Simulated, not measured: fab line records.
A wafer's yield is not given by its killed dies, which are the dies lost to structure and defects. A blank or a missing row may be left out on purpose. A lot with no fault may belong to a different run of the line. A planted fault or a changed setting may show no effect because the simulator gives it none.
fab line records -- flow gf180mcu -- part 1 of 2: steps 1 to 30 of 42
[record] lots = 5, wafers = 15, last-day = 34
route steps=602 shown VT_IMPLANT@102 MVSD@136 NWELL@137 LVPWELL@138 MVPSD@139 DUAL_GATE@141
lots that met no fault: taken from a fault-free run of the same line
start-h: start of the lot's first displayed wafer, in hours after the record's first day -- wait-h: how many hours have passed since the lot's step before this one -- " same as the row above -- L1.1+2: one row covering several wafers at once -- - no value, or no start was given -- * or withheld: withheld -- < > ~ a bound
route shown NAME@n: NAME is a module with steps in the file, n the number in the route of the first one -- usual: mean/standard deviation taken from wafers without a fault -- same: alike in all rows -- chamber/n: place in a boat -- sites: readings site by site -- _std_site: the standard deviation of these -- _edge_site: outer sites' mean less inner sites' -- radius-mm: how far each site lies from the wafer's centre -- mask NAME#n: copy n -- behind: the most recent tool/chamber to have shaped the wafer -- hold: cause of the lot's hold/its duration in hours/its outcome -- device: transistor that didn't switch, given as n, p or np -- end of line: at the end of the route, the tests of the same wafers -- a step given without rows: its recipe and nothing more -- killed: not the wafer's yield, but the dies lost to structure and defects at the first sort -- map: shows each die of a wafer: x if killed, . if not, _ if none is there
set.NAME: the setting that was run; set.NAME@STEP: the one run at that earlier step -- model.NAME: the simulator's own value behind a step, which no gauge read
lots at some steps of the route; a table a step, a row a wafer
services: from which hour (start-h, from the record's first day; less than 0 if before it) a tool's chamber was out of use, for how many hours, and why
[[steps]]
[step GF_VT_IMPLANT_HMDS_12]
[recipe] prime-time-s = 60, prime-temp-c = 120
lot.wafer,tool,chamber,start-h,wait-h
L082.1+2+3,litho-track-04,0,168.46,0.1
L086.2+4+5,litho-track-01,0,193.13,0.1
L088.3+4+5,litho-track-01,0,207.65,0.1
L090.1+2+4,litho-track-04,0,219.15,0.1
L096.2+3+4,litho-track-01,0,254.67,0.1
[step GF_VT_IMPLANT_COAT_13]
[recipe] resist = NOVOLAK, spin-rpm = 3000, resist-thk-nm = 1000
[usual] spin-speed-rpm = 2999.9/2.2
lot.wafer,tool,chamber,start-h,wait-h,spin-speed-rpm
L082.1,litho-track-04,0,168.61,0.1,3002.6
L082.2,litho-track-04,0,168.61,0.1,3005.6
L082.3,litho-track-04,0,168.61,0.1,3003.8
L086.2,litho-track-01,0,193.28,0.1,2998.3
L086.4,litho-track-01,0,193.28,0.1,3001.3
L086.5,litho-track-01,0,193.28,0.1,3002.8
L088.3,litho-track-01,0,207.80,0.1,2998.3
L088.4,litho-track-01,0,207.80,0.1,3000.7
L088.5,litho-track-01,0,207.80,0.1,2999.9
L090.1,litho-track-04,0,219.30,0.1,2998.6
L090.2,litho-track-04,0,219.30,0.1,3001.2
L090.4,litho-track-04,0,219.30,0.1,3000.4
L096.2,litho-track-01,0,254.82,0.1,2999.7
L096.3,litho-track-01,0,254.82,0.1,3000.9
L096.4,litho-track-01,0,254.82,0.1,2996.6
[step GF_VT_IMPLANT_SOFTBAKE_14]
[recipe] temp-c = 90, time-s = 60, resist = NOVOLAK
lot.wafer,tool,chamber,start-h,wait-h
L082.1+2+3,litho-track-04,0,168.76,0.1
L086.2+4+5,litho-track-01,0,193.43,0.1
L088.3+4+5,litho-track-01,0,207.95,0.1
L090.1+2+4,litho-track-04,0,219.45,0.1
L096.2+3+4,litho-track-01,0,254.97,0.1
[step GF_VT_IMPLANT_EXPOSE_15]
[recipe] mask-id = Nwell_LV_AREA, target-cd-nm = 860, na = 0.6, source-shape = conventional, sigma-outer = 0.6, dose-mj = 140
lot.wafer,tool,chamber,start-h,wait-h,mask
L082.1+2+3,iline-stepper-01,0,-,-,Nwell_LV_AREA#0
L086.2+4+5,iline-stepper-01,0,-,-,Nwell_LV_AREA#0
L088.3+4+5,iline-stepper-01,0,-,-,Nwell_LV_AREA#0
L090.1+2+4,iline-stepper-02,0,-,-,Nwell_LV_AREA#0
L096.2+3+4,iline-stepper-02,0,-,-,Nwell_LV_AREA#0
[step GF_VT_IMPLANT_PEB_16]
[recipe] temp-c = withheld, time-s = *, resist = NOVOLAK
lot.wafer,tool,chamber,start-h,wait-h
L082.1+2+3,litho-track-01,0,-,-
L086.2+4+5,litho-track-04,0,-,-
L088.3+4+5,litho-track-01,0,-,-
L090.1+2+4,litho-track-02,0,-,-
L096.2+3+4,litho-track-01,0,-,-
[step GF_VT_IMPLANT_DEVELOP_17]
[recipe] develop-time-s = 60, dev-temp-c = 23
lot.wafer,tool,chamber,start-h,wait-h
L082.1+2+3,litho-track-01,0,175.70,0.1
L086.2+4+5,litho-track-04,0,202.38,0.1
L088.3+4+5,litho-track-01,0,216.40,0.1
L090.1+2+4,litho-track-02,0,228.30,0.1
L096.2+3+4,litho-track-01,0,264.27,0.1
[step GF_VT_IMPLANT_OVL_MEAS_18]
[usual] VT_IMPLANT_01_OVL = 0.6/1.6
lot.wafer,tool,chamber,start-h,wait-h,VT_IMPLANT_01_OVL[nm]
L082.1,overlay-02,-,175.85,0.1,0.6
L082.2,overlay-02,-,175.85,0.1,1.3
L082.3,overlay-02,-,175.85,0.1,0.6
L086.2,overlay-02,-,202.51,0.1,-0.4
L086.4,overlay-02,-,202.51,0.1,0.3
L086.5,overlay-02,-,202.51,0.1,-0.4
L088.3,overlay-02,-,216.51,0.1,1.9
L088.4,overlay-02,-,216.51,0.1,0.6
L088.5,overlay-02,-,216.51,0.1,-0.4
L090.1,overlay-01,-,228.45,0.1,-1.0
L090.2,overlay-01,-,228.45,0.1,-1.3
L090.4,overlay-01,-,228.45,0.1,-1.1
L096.2,overlay-02,-,264.41,0.1,-1.4
L096.3,overlay-02,-,264.41,0.1,-0.1
L096.4,overlay-02,-,264.41,0.1,-1.8
[step GF_VT_IMPLANT_IMPLANT_19]
[recipe] species = As, energy-kev = 100, dose-cm2 = 4.35e+12, tilt-deg = 7
[usual] end-station-pressure-torr = 5.02e-06/2.5e-07, faraday-current-uA = 24.6/0.5, tilt-deg = 6.998/0.018
lot.wafer,tool,chamber,start-h,wait-h,end-station-pressure-torr,faraday-current-uA,tilt-deg
L082.1,implanter-03,0,175.89,0.0,4.86e-06,24.5,7.009
L082.2,implanter-03,0,175.89,0.0,5.14e-06,24.6,6.989
L082.3,implanter-03,0,175.89,0.0,4.88e-06,24.9,7.001
L086.2,implanter-02,0,202.57,0.0,4.85e-06,25.2,6.972
L086.4,implanter-02,0,202.57,0.0,4.99e-06,25.3,6.982
L086.5,implanter-02,0,202.57,0.0,5.12e-06,24.1,7.001
L088.3,implanter-04,0,216.59,0.1,4.73e-06,24.4,6.978
L088.4,implanter-04,0,216.59,0.1,5.44e-06,24.5,7.029
L088.5,implanter-04,0,216.59,0.1,4.79e-06,24.5,6.966
L090.1,implanter-03,0,228.49,0.0,5.14e-06,25.1,6.998
L090.2,implanter-03,0,228.49,0.0,5.15e-06,24.3,7.016
L090.4,implanter-03,0,228.49,0.0,4.99e-06,25.3,6.967
L096.2,implanter-02,0,264.46,0.0,4.8e-06,25.3,6.987
L096.3,implanter-02,0,264.46,0.0,5.09e-06,24.2,6.991
L096.4,implanter-02,0,264.46,0.0,4.57e-06,25.1,7.017
[step GF_VT_IMPLANT_STRIP_20]
[recipe] chemistry = O2/N2, power-w = 1400, pressure-mtorr = 1500, platen-temp-c = 250, o2-flow-sccm = 3000, n2-flow-sccm = 300, overash-fraction = 0.5
[usual] drypump-motor-current-A = 5.80/0.24, heater-power-w = 340/18, oes-product-au = 0.716/0.0048, strip-time-to-endpoint-s = 12.63/0.038
lot.wafer,tool,chamber,start-h,wait-h,drypump-motor-current-A,heater-power-w,oes-product-au,rf-hours-counter-h,strip-time-to-endpoint-s
L082.1,plasma-asher-04,0,176.04,0.1,5.72,344,0.714,41,12.67
L082.2,plasma-asher-04,1,176.04,0.1,5.95,317,0.706,41,12.65
L082.3,plasma-asher-04,1,176.04,0.1,5.92,325,0.704,-,12.70
L086.2,plasma-asher-03,1,202.69,0.1,6.07,353,0.714,58,12.59
L086.4,plasma-asher-03,0,202.69,0.1,5.49,337,0.712,-,12.57
L086.5,plasma-asher-03,1,202.69,0.1,6.05,345,0.713,-,12.56
L088.3,plasma-asher-03,1,216.72,0.1,6.05,362,0.723,-,12.58
L088.4,plasma-asher-03,0,216.72,0.1,5.47,334,0.711,-,12.61
L088.5,plasma-asher-03,0,216.72,0.1,5.47,326,0.715,-,12.60
L090.1,plasma-asher-02,0,228.64,0.1,5.54,318,0.721,5,12.64
L090.2,plasma-asher-02,1,228.64,0.1,6.18,388,0.716,5,12.62
L090.4,plasma-asher-02,1,228.64,0.1,6.19,376,0.711,-,12.67
L096.2,plasma-asher-03,1,264.59,0.1,6.04,352,0.722,65,12.62
L096.3,plasma-asher-03,0,264.59,0.1,5.47,324,0.716,-,12.64
L096.4,plasma-asher-03,1,264.59,0.1,6.05,359,0.707,-,12.63
[step GF_VT_IMPLANT_TW_MEAS_21]
[usual] VT_IMPLANT_2_TW = 1224/11
lot.wafer,tool,chamber,start-h,wait-h,VT_IMPLANT_2_TW
L082.1,film-metro-01,-,176.14,0.1,1212
L082.2,film-metro-01,-,176.14,0.1,1219
L082.3,film-metro-01,-,176.14,0.1,1220
L086.2,film-metro-02,-,202.80,0.1,1208
L086.4,film-metro-02,-,202.80,0.1,1208
L086.5,film-metro-02,-,202.80,0.1,1211
L088.3,film-metro-02,-,216.81,0.1,1215
L088.4,film-metro-02,-,216.81,0.1,1215
L088.5,film-metro-02,-,216.81,0.1,1212
L090.1,film-metro-01,-,228.74,0.1,1216
L090.2,film-metro-01,-,228.74,0.1,1204
L090.4,film-metro-01,-,228.74,0.1,1210
L096.2,film-metro-04,-,264.70,0.1,1234
L096.3,film-metro-04,-,264.70,0.1,1234
L096.4,film-metro-04,-,264.70,0.1,1237
[step GF_VT_IMPLANT_DEHYDRATE_22]
[recipe] temp-c = 200, time-s = 60
lot.wafer,tool,chamber,start-h,wait-h
L082.1+2+3,litho-track-04,0,184.56,8.4
L086.2+4+5,litho-track-02,0,210.47,7.7
L088.3+4+5,litho-track-02,0,225.35,8.5
L090.1+2+4,litho-track-02,0,237.20,8.5
L096.2+3+4,litho-track-01,0,273.87,9.2
[step GF_VT_IMPLANT_HMDS_23]
[recipe] prime-time-s = 60, prime-temp-c = 120
lot.wafer,tool,chamber,start-h,wait-h
L082.1+2+3,litho-track-04,0,184.71,0.1
L086.2+4+5,litho-track-02,0,210.62,0.1
L088.3+4+5,litho-track-02,0,225.50,0.1
L090.1+2+4,litho-track-02,0,237.35,0.1
L096.2+3+4,litho-track-01,0,274.02,0.1
[step GF_VT_IMPLANT_COAT_24]
[recipe] resist = NOVOLAK, spin-rpm = 3000, resist-thk-nm = 1000
[usual] spin-speed-rpm = 2999.7/2.1
lot.wafer,tool,chamber,start-h,wait-h,spin-speed-rpm
L082.1,litho-track-04,0,184.86,0.1,3002.7
L082.2,litho-track-04,0,184.86,0.1,3002.0
L082.3,litho-track-04,0,184.86,0.1,2997.5
L086.2,litho-track-02,0,210.77,0.1,3002.5
L086.4,litho-track-02,0,210.77,0.1,3002.5
L086.5,litho-track-02,0,210.77,0.1,3000.1
L088.3,litho-track-02,0,225.65,0.1,2999.8
L088.4,litho-track-02,0,225.65,0.1,2995.6
L088.5,litho-track-02,0,225.65,0.1,2996.5
L090.1,litho-track-02,0,237.50,0.1,3000.4
L090.2,litho-track-02,0,237.50,0.1,3000.6
L090.4,litho-track-02,0,237.50,0.1,3001.5
L096.2,litho-track-01,0,274.17,0.1,2998.7
L096.3,litho-track-01,0,274.17,0.1,3001.3
L096.4,litho-track-01,0,274.17,0.1,3002.2
[step GF_VT_IMPLANT_SOFTBAKE_25]
[recipe] temp-c = 90, time-s = 60, resist = NOVOLAK
lot.wafer,tool,chamber,start-h,wait-h
L082.1+2+3,litho-track-04,0,185.01,0.1
L086.2+4+5,litho-track-02,0,210.92,0.1
L088.3+4+5,litho-track-02,0,225.80,0.1
L090.1+2+4,litho-track-02,0,237.65,0.1
L096.2+3+4,litho-track-01,0,274.32,0.1
[step GF_VT_IMPLANT_EXPOSE_26]
[recipe] mask-id = LVPWELL_HV_AREA, target-cd-nm = 860, na = 0.6, source-shape = conventional, sigma-outer = 0.6, dose-mj = 140
lot.wafer,tool,chamber,start-h,wait-h,mask
L082.1+2+3,iline-stepper-01,0,-,-,LVPWELL_HV_AREA#0
L086.2+4+5,iline-stepper-01,0,-,-,LVPWELL_HV_AREA#0
L088.3+4+5,iline-stepper-01,0,-,-,LVPWELL_HV_AREA#0
L090.1+2+4,iline-stepper-01,0,-,-,LVPWELL_HV_AREA#0
L096.2+3+4,iline-stepper-01,0,-,-,LVPWELL_HV_AREA#0
[step GF_VT_IMPLANT_PEB_27]
[recipe] temp-c = withheld, time-s = *, resist = NOVOLAK
lot.wafer,tool,chamber,start-h,wait-h
L082.1+2+3,litho-track-01,0,-,-
L086.2+4+5,litho-track-01,0,-,-
L088.3+4+5,litho-track-04,0,-,-
L090.1+2+4,litho-track-01,0,-,-
L096.2+3+4,litho-track-01,0,-,-
[step GF_VT_IMPLANT_DEVELOP_28]
[recipe] develop-time-s = 60, dev-temp-c = 23
lot.wafer,tool,chamber,start-h,wait-h
L082.1+2+3,litho-track-01,0,192.80,0.1
L086.2+4+5,litho-track-01,0,219.78,0.1
L088.3+4+5,litho-track-04,0,234.75,0.1
L090.1+2+4,litho-track-01,0,246.25,0.1
L096.2+3+4,litho-track-01,0,284.32,0.1
[step GF_VT_IMPLANT_OVL_MEAS_29]
[usual] VT_IMPLANT_02_OVL = -0.1/1.4
lot.wafer,tool,chamber,start-h,wait-h,VT_IMPLANT_02_OVL[nm]
L082.1,overlay-01,-,192.95,0.1,-0.6
L082.2,overlay-01,-,192.95,0.1,-0.2
L082.3,overlay-01,-,192.95,0.1,0.2
L086.2,overlay-02,-,219.91,0.1,1.8
L086.4,overlay-02,-,219.91,0.1,1.0
L086.5,overlay-02,-,219.91,0.1,-0.2
L088.3,overlay-01,-,234.87,0.1,0.9
L088.4,overlay-01,-,234.87,0.1,-0.5
L088.5,overlay-01,-,234.87,0.1,1.6
L090.1,overlay-02,-,246.40,0.1,0.1
L090.2,overlay-02,-,246.40,0.1,-0.1
L090.4,overlay-02,-,246.40,0.1,2.0
L096.2,overlay-02,-,284.46,0.1,-0.4
L096.3,overlay-02,-,284.46,0.1,0.4
L096.4,overlay-02,-,284.46,0.1,2.4
[step GF_VT_IMPLANT_IMPLANT_30]
[recipe] species = B, energy-kev = 25, dose-cm2 = 2.534e+12, tilt-deg = 7
[usual] end-station-pressure-torr = 5.04e-06/2.7e-07, faraday-current-uA = 14.28/0.29, tilt-deg = 6.998/0.021
lot.wafer,tool,chamber,start-h,wait-h,end-station-pressure-torr,faraday-current-uA,tilt-deg
L082.1,implanter-03,0,192.99,0.0,4.94e-06,14.33,7.010
L082.2,implanter-03,0,192.99,0.0,4.91e-06,14.11,7.011
L082.3,implanter-03,0,192.99,0.0,5.29e-06,14.32,7.003
L086.2,implanter-02,0,219.96,0.0,5.05e-06,14.83,6.987
L086.4,implanter-02,0,219.96,0.0,5.26e-06,14.51,6.984
L086.5,implanter-02,0,219.96,0.0,5.02e-06,14.74,6.990
L088.3,implanter-04,0,234.94,0.1,4.58e-06,14.04,6.955
L088.4,implanter-04,0,234.94,0.1,4.91e-06,14.47,6.963
L088.5,implanter-04,0,234.94,0.1,5e-06,13.95,6.967
L090.1,implanter-04,0,246.44,0.0,5.04e-06,14.50,7.007
L090.2,implanter-04,0,246.44,0.0,5.28e-06,14.34,6.987
L090.4,implanter-04,0,246.44,0.0,5.43e-06,13.82,7.006
L096.2,implanter-03,0,284.51,0.0,4.75e-06,14.31,7.032
L096.3,implanter-03,0,284.51,0.0,5e-06,14.74,6.987
L096.4,implanter-03,0,284.51,0.0,5.37e-06,14.01,6.995
[step GF_VT_IMPLANT_STRIP_31]
[recipe] chemistry = O2/N2, power-w = 1400, pressure-mtorr = 1500, platen-temp-c = 250, o2-flow-sccm = 3000, n2-flow-sccm = 300, overash-fraction = 0.5
[usual] drypump-motor-current-A = 5.81/0.2, heater-power-w = 337/18, oes-product-au = 0.716/0.0049, strip-time-to-endpoint-s = 12.643/0.028
lot.wafer,tool,chamber,start-h,wait-h,drypump-motor-current-A,heater-power-w,oes-product-au,rf-hours-counter-h,strip-time-to-endpoint-s
L082.1,plasma-asher-04,0,193.14,0.1,5.73,352,0.718,43,12.641
L082.2,plasma-asher-04,1,193.14,0.1,5.94,329,0.710,43,12.657
L082.3,plasma-asher-04,1,193.14,0.1,5.94,319,0.713,-,12.636
L086.2,plasma-asher-04,1,220.09,0.1,5.96,326,0.715,45,12.671
L086.4,plasma-asher-04,1,220.09,0.1,5.96,324,0.723,-,12.693
L086.5,plasma-asher-04,0,220.09,0.1,5.75,352,0.721,-,12.677
L088.3,plasma-asher-04,0,235.07,0.1,5.74,348,0.721,-,12.614
L088.4,plasma-asher-04,1,235.07,0.1,5.95,320,0.718,-,12.621
L088.5,plasma-asher-04,1,235.07,0.1,5.94,324,0.712,-,12.639
L090.1,plasma-asher-04,1,246.59,0.1,5.91,326,0.721,48,12.623
L090.2,plasma-asher-04,0,246.59,0.1,5.70,340,0.719,48,12.652
L090.4,plasma-asher-04,0,246.59,0.1,5.73,344,0.710,-,12.605
L096.2,plasma-asher-02,0,284.64,0.1,5.52,306,0.723,11,12.645
L096.3,plasma-asher-02,0,284.64,0.1,5.54,312,0.712,-,12.654
L096.4,plasma-asher-02,1,284.64,0.1,6.20,382,0.711,-,12.667
[step GF_VT_IMPLANT_TW_MEAS_32]
[usual] VT_IMPLANT_3_TW = 270.0/3
lot.wafer,tool,chamber,start-h,wait-h,VT_IMPLANT_3_TW
L082.1,film-metro-01,-,193.25,0.1,265.9
L082.2,film-metro-01,-,193.25,0.1,265.5
L082.3,film-metro-01,-,193.25,0.1,265.7
L086.2,film-metro-02,-,220.20,0.1,268.3
L086.4,film-metro-02,-,220.20,0.1,268.8
L086.5,film-metro-02,-,220.20,0.1,270.0
L088.3,film-metro-04,-,235.16,0.1,272.5
L088.4,film-metro-04,-,235.16,0.1,272.4
L088.5,film-metro-04,-,235.16,0.1,274.4
L090.1,film-metro-04,-,246.69,0.1,273.5
L090.2,film-metro-04,-,246.69,0.1,272.0
L090.4,film-metro-04,-,246.69,0.1,273.2
L096.2,film-metro-02,-,284.75,0.1,269.2
L096.3,film-metro-02,-,284.75,0.1,269.1
L096.4,film-metro-02,-,284.75,0.1,270.2
[step GF_VT_IMPLANT_DEHYDRATE_33]
[recipe] temp-c = 200, time-s = 60
lot.wafer,tool,chamber,start-h,wait-h
L082.1+2+3,litho-track-01,0,201.70,8.4
L086.2+4+5,litho-track-02,0,228.47,8.3
L088.3+4+5,litho-track-04,0,243.75,8.6
L090.1+2+4,litho-track-04,0,256.15,9.5
L096.2+3+4,litho-track-01,0,294.27,9.5
[step GF_VT_IMPLANT_HMDS_34]
[recipe] prime-time-s = 60, prime-temp-c = 120
lot.wafer,tool,chamber,start-h,wait-h
L082.1+2+3,litho-track-01,0,201.85,0.1
L086.2+4+5,litho-track-02,0,228.62,0.1
L088.3+4+5,litho-track-04,0,243.90,0.1
L090.1+2+4,litho-track-04,0,256.30,0.1
L096.2+3+4,litho-track-01,0,294.42,0.1
[step GF_VT_IMPLANT_COAT_35]
[recipe] resist = NOVOLAK, spin-rpm = 3000, resist-thk-nm = 1000
[usual] spin-speed-rpm = 2999.9/2
lot.wafer,tool,chamber,start-h,wait-h,spin-speed-rpm
L082.1,litho-track-01,0,202.00,0.1,2995.2
L082.2,litho-track-01,0,202.00,0.1,2996.6
L082.3,litho-track-01,0,202.00,0.1,2999.1
L086.2,litho-track-02,0,228.77,0.1,2999.4
L086.4,litho-track-02,0,228.77,0.1,3002.6
L086.5,litho-track-02,0,228.77,0.1,2997.8
L088.3,litho-track-04,0,244.05,0.1,2996.0
L088.4,litho-track-04,0,244.05,0.1,3002.1
L088.5,litho-track-04,0,244.05,0.1,2996.7
L090.1,litho-track-04,0,256.45,0.1,2996.1
L090.2,litho-track-04,0,256.45,0.1,2998.2
L090.4,litho-track-04,0,256.45,0.1,3000.0
L096.2,litho-track-01,0,294.57,0.1,3001.5
L096.3,litho-track-01,0,294.57,0.1,2999.7
L096.4,litho-track-01,0,294.57,0.1,2999.2
[step GF_VT_IMPLANT_SOFTBAKE_36]
[recipe] temp-c = 90, time-s = 60, resist = NOVOLAK
lot.wafer,tool,chamber,start-h,wait-h
L082.1+2+3,litho-track-01,0,202.15,0.1
L086.2+4+5,litho-track-02,0,228.92,0.1
L088.3+4+5,litho-track-04,0,244.20,0.1
L090.1+2+4,litho-track-04,0,256.60,0.1
L096.2+3+4,litho-track-01,0,294.72,0.1
[step GF_VT_IMPLANT_EXPOSE_37]
[recipe] mask-id = Nwell_HV_AREA, target-cd-nm = 860, na = 0.6, source-shape = conventional, sigma-outer = 0.6, dose-mj = 140
lot.wafer,tool,chamber,start-h,wait-h,mask
L082.1+2+3,iline-stepper-02,0,-,-,Nwell_HV_AREA#0
L086.2+4+5,iline-stepper-01,0,-,-,Nwell_HV_AREA#0
L088.3+4+5,iline-stepper-02,0,-,-,Nwell_HV_AREA#0
L090.1+2+4,iline-stepper-01,0,-,-,Nwell_HV_AREA#0
L096.2+3+4,iline-stepper-01,0,-,-,Nwell_HV_AREA#0
[step GF_VT_IMPLANT_PEB_38]
[recipe] temp-c = withheld, time-s = *, resist = NOVOLAK
lot.wafer,tool,chamber,start-h,wait-h
L082.1+2+3,litho-track-01,0,-,-
L086.2+4+5,litho-track-04,0,-,-
L088.3+4+5,litho-track-01,0,-,-
L090.1+2+4,litho-track-02,0,-,-
L096.2+3+4,litho-track-02,0,-,-
[step GF_VT_IMPLANT_DEVELOP_39]
[recipe] develop-time-s = 60, dev-temp-c = 23
lot.wafer,tool,chamber,start-h,wait-h
L082.1+2+3,litho-track-01,0,210.40,0.1
L086.2+4+5,litho-track-04,0,238.28,0.1
L088.3+4+5,litho-track-01,0,253.80,0.1
L090.1+2+4,litho-track-02,0,265.65,0.1
L096.2+3+4,litho-track-02,0,304.92,0.1
[step GF_VT_IMPLANT_OVL_MEAS_40]
[usual] VT_IMPLANT_03_OVL = 1.0/1.2
lot.wafer,tool,chamber,start-h,wait-h,VT_IMPLANT_03_OVL[nm]
L082.1,overlay-02,-,210.55,0.1,3.2
L082.2,overlay-02,-,210.55,0.1,2.4
L082.3,overlay-02,-,210.55,0.1,3.3
L086.2,overlay-01,-,238.41,0.1,1.1
L086.4,overlay-01,-,238.41,0.1,1.0
L086.5,overlay-01,-,238.41,0.1,1.4
L088.3,overlay-02,-,253.91,0.1,0.8
L088.4,overlay-02,-,253.91,0.1,0.5
L088.5,overlay-02,-,253.91,0.1,1.0
L090.1,overlay-02,-,265.80,0.1,1.1
L090.2,overlay-02,-,265.80,0.1,1.6
L090.4,overlay-02,-,265.80,0.1,0.9
L096.2,overlay-02,-,305.05,0.1,2.2
L096.3,overlay-02,-,305.05,0.1,2.3
L096.4,overlay-02,-,305.05,0.1,2.0
[step GF_VT_IMPLANT_IMPLANT_41]
[recipe] species = As, energy-kev = 70, dose-cm2 = 1.013e+12, tilt-deg = 7
[usual] end-station-pressure-torr = 5.03e-06/2.8e-07, faraday-current-uA = 5.73/0.11, tilt-deg = 7.003/0.021
lot.wafer,tool,chamber,start-h,wait-h,end-station-pressure-torr,faraday-current-uA,tilt-deg
L082.1,implanter-04,0,210.59,0.0,5.04e-06,5.84,6.992
L082.2,implanter-04,0,210.59,0.0,4.92e-06,5.80,7.024
L082.3,implanter-04,0,210.59,0.0,5.43e-06,5.94,6.995
L086.2,implanter-03,0,238.47,0.0,5.01e-06,5.59,6.974
L086.4,implanter-03,0,238.47,0.0,4.94e-06,5.69,6.963
L086.5,implanter-03,0,238.47,0.0,4.86e-06,5.64,7.003
L088.3,implanter-03,0,253.99,0.1,4.93e-06,5.71,6.996
L088.4,implanter-03,0,253.99,0.1,4.96e-06,5.70,6.991
L088.5,implanter-03,0,253.99,0.1,4.64e-06,5.88,7.013
L090.1,implanter-02,0,265.84,0.0,4.96e-06,5.71,6.997
L090.2,implanter-02,0,265.84,0.0,5.17e-06,5.68,7.017
L090.4,implanter-02,0,265.84,0.0,5.06e-06,5.68,7.024
L096.2,implanter-03,0,305.11,0.0,5.06e-06,5.62,7.007
L096.3,implanter-03,0,305.11,0.0,5.29e-06,5.67,7.001
L096.4,implanter-03,0,305.11,0.0,4.75e-06,5.88,7.038
